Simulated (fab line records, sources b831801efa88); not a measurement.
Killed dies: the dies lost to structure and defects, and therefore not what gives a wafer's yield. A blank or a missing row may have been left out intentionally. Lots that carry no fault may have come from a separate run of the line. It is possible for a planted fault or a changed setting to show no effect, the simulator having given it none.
Which tool did it? | flow gf180mcu | 19 wafers from 7 lots sampled at 2 of the route's 602 steps

== WHAT THE GAUGES SHOWED, per wafer ==
GF_M5_OVL_MEAS_08.
lot  | measured     | on         | M5_OVL (nm)
L953 | day 26 18:23 | overlay-01 | 5 10 5
L958 | day 28 13:23 | overlay-02 | -3 5 5
L960 | day 28 23:02 | overlay-01 | 0 -2 -5
L962 | day 29 16:56 | overlay-02 | 2 -5 2
L964 | day 30 08:08 | overlay-02 | 5 5 -4
L969 | day 31 16:17 | overlay-02 | 16 12 4
L971 | day 31 23:12 | overlay-01 | 0

== TOOL THAT RAN EACH LOT (tool first, then ch and the chambers of the sampled wafers, then the start) ==
lot  | GF_V4_CVD_02
L953 | pecvd-01 ch 0,2, day 24 02:52
L958 | pecvd-01 ch 0,1,2, day 25 21:30
L960 | pecvd-04 ch 0,2, day 26 09:52
L962 | pecvd-01 ch 0,1,2, day 27 03:53
L964 | pecvd-04 ch 0,1,2, day 27 18:53
L969 | pecvd-01 ch 1, day 29 05:44
L971 | pecvd-01 ch 1, day 29 15:40
- GF_V4_CVD_02: deposits SiO2 from TEOS, target thk 850 nm, time 94.851 s.

== THE ANSWER, worked out from the rows above alone ==
Rule: usual is defined by the lots themselves. The widest of any qualifying gaps counts: lots, ordered by their means at a reading, are off when they make up no more than a third of the lots, leave a main group of 4 or more, and stand apart from it by 3 or more times the standard deviation of that group's means. Not used: any main group whose means are identical at the precision the tables above print for the reading. Also off: a lot with no number at a reading for which 4 or more lots have one. Any other lot the step has rows for is counted as sound.
No lot is off on any of the readings shown, so nothing can be concluded from this.

== WHAT THE SIMULATOR HAD PUT IN ==
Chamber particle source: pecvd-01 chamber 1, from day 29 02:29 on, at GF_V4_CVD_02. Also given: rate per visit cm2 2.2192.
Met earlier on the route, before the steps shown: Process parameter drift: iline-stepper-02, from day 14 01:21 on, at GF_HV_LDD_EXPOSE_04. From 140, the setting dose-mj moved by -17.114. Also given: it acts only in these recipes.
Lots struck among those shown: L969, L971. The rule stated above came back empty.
